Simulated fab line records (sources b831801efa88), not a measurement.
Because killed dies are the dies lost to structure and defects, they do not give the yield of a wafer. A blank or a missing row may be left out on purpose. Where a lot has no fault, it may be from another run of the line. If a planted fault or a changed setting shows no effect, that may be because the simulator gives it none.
Split-lot trial	flow gf180mcu	23 wafers read across 5 lots, on a route 602 steps long

THE SPLIT ITSELF
At GF_V4_PEB_12 (peb time 90 s), the setting peb-temp-c was moved away from the recipe's 135 C on 7 of the 23 wafers read, by -1.5% to +2.3%. All remaining wafers had this setting at the recipe value.

SPLIT TO READING: what lies between them in the file, 1 step
- GF_V4_DEVELOP_13: develop time 58.91 s

THE READING
At GF_V4_CD_MEAS_14: cd-nm in nanometres, against a target cd of 260 nm. A value of 260.2 nm with a standard deviation of 0.95 nm is what fault-free wafers of this fab line usually give.

wafer	tool, chamber at the split	peb-temp-c as run, C	against the recipe	cd-nm, nm	against lot-mates on the recipe
L074.1	litho-track-01, 0	138.1	+2.3%	267.8	+6.9
L074.2	litho-track-01, 0	135	recipe	261.1	-
L074.3	litho-track-01, 0	135	recipe	260.6	-
L074.4	litho-track-01, 0	138.1	+2.3%	268.5	+7.6
L074.5	litho-track-01, 0	138.1	+2.3%	268.5	+7.6
L076.1	litho-track-04, 0	135	recipe	259.6	-
L076.3	litho-track-04, 0	135	recipe	260.3	-
L076.4	litho-track-04, 0	135	recipe	259.8	-
L076.5	litho-track-04, 0	135	recipe	260.3	-
L076.6	litho-track-04, 0	135	recipe	260.7	-
L079.1	litho-track-04, 0	135	recipe	261.0	-
L079.4	litho-track-04, 0	135	recipe	259.3	-
L079.5	litho-track-04, 0	135	recipe	260.8	-
L080.1	litho-track-03, 0	135	recipe	259.3	-
L080.2	litho-track-03, 0	133.2	-1.3%	254.5	-3.7
L080.3	litho-track-03, 0	135	recipe	257.7	-
L080.5	litho-track-03, 0	133.2	-1.3%	253.6	-4.6
L080.6	litho-track-03, 0	135	recipe	257.5	-
L083.2	litho-track-01, 0	135	recipe	260.0	-
L083.3	litho-track-01, 0	135	recipe	260.5	-
L083.4	litho-track-01, 0	133	-1.5%	254.6	-5.8
L083.5	litho-track-01, 0	135	recipe	260.6	-
L083.6	litho-track-01, 0	133	-1.5%	255.3	-5.1

THE FIT
A straight line over all 23 wafers: cd-nm changes by +3.7 nm for each +1% of peb-temp-c; r = +0.97; the points scatter about the line by 0.99 nm.
The same after taking each lot's own level away (the mean of its wafers on the recipe; 23 wafers): +3.29 nm for each +1%; r = +0.99; scatter 0.56 nm.
That fit puts the effect of the largest move of peb-temp-c on the reading at 7.6 nm.
Measured against the standard deviation above, the lots' own levels, which go from 258.17 to 260.85 nm, span 2.8 times it.
So the lot-to-lot level changes the slope: the two fits differ.
Check: +7.7 nm against its lot-mates is what the line predicts for one of the wafers moved furthest among these (+2.3%) when that wafer is left out of the fit. It came out at +6.95 nm against them.

OTHER SPLITS APPLIED TO THESE WAFERS
These wafers also went through other splits before the reading. Each is held against what the fit with the lots' levels taken away leaves over:
other split on the same wafers	wafers away from the commonest value	r with cd-nm (lot level and that fit taken away)
GF_M4_PEB_12 peb-temp-c	11	+0.17
GF_V4_CVD_00 sih4-flow-sccm	11	-0.05
GF_V4_COAT_09 resist-thk-nm	6	-0.30

THE WHOLE CHAIN: every reading that the file lists as answering this split, in the file's order
step	what it does	reading	change (the file's fit)	r (the file's)
GF_V4_DEVELOP_13	develop time 58.91 s	V4.cd-nm (the simulator's own value, which no gauge read)	+3.34 nm for each +1% of the setting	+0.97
GF_V4_CD_MEAS_14	target cd 260 nm	cd-nm	+3.32 nm for each +1% of the setting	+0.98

FILE'S OWN FIT
cd-nm changes by +3.32 nm for each +1% of peb-temp-c, r = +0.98.
